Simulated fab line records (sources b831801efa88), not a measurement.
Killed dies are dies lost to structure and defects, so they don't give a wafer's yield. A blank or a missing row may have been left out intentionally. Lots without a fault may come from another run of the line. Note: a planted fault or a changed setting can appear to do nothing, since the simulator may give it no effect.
Which of the tools did it? | flow gf180mcu | Sampling: 7 lots, 21 wafers, 3 of 602 route steps

## WHAT EACH GAUGE READ, for each wafer
GF_PSD_RS_MEAS_14: the measuring method here is four-point-probe.
lot  | measured     | on            | NSD_RS (ohm/sq)
L433 | day 15 01:33 | film metro-01 | 46.16 46.09 46.12
L436 | day 15 19:07 | film metro-03 | 46.15 46.18 46.07
L438 | day 16 04:44 | film metro-04 | 45.95 46.09 46.14
L440 | day 17 01:06 | film metro-03 | 46.23 46.21 46.25
L442 | day 17 16:38 | film metro-03 | 46.15 46.22 46.19
L449 | day 20 07:11 | film metro-01 | 46.15 46.14 46.10
L454 | day 21 17:26 | film metro-03 | 46.21 46.24 46.31

## TOOL THAT RAN EACH LOT (tool first, then ch and the chambers of the sampled wafers, then the start)
lot  | GF_HV_LDD_IMPLANT_48            | GF_HV_LDD_RTA_52
L433 | implanter-04 ch 0, day 12 21:31 | rtp anneal-02 ch 0, day 12 21:52
L436 | implanter-03 ch 0, day 13 20:34 | rtp anneal-01 ch 0, day 13 20:55
L438 | implanter-03 ch 0, day 14 07:07 | rtp anneal-02 ch 0, day 14 07:28
L440 | implanter-01 ch 0, day 15 01:07 | rtp anneal-01 ch 0, day 15 01:29
L442 | implanter-01 ch 0, day 15 16:07 | rtp anneal-02 ch 0, day 15 16:29
L449 | implanter-03 ch 0, day 18 03:34 | rtp anneal-02 ch 0, day 18 03:55
L454 | implanter-03 ch 0, day 19 14:41 | rtp anneal-02 ch 0, day 19 15:02
- GF_HV_LDD_IMPLANT_48
- GF_HV_LDD_RTA_52: time 10 s.

## THE ANSWER, worked out from the rows above alone
Rule: the lots themselves supply what counts as usual. The widest of any qualifying gaps counts: lots, ordered by their means at a reading, are off when they make up no more than a third of the lots, leave a main group of 4 or more, and stand apart from it by 3 or more times the standard deviation of that group's means. A main group whose means are all the same, to the digits that the tables above print for the reading, isn't used. A lot without any number at a reading at which 4 lots or more have one is off too. The other lots that the step has rows for count as sound.
Nothing can be told from this: no lot is off at any reading shown.

## WHAT THE SIMULATOR HAD INSERTED
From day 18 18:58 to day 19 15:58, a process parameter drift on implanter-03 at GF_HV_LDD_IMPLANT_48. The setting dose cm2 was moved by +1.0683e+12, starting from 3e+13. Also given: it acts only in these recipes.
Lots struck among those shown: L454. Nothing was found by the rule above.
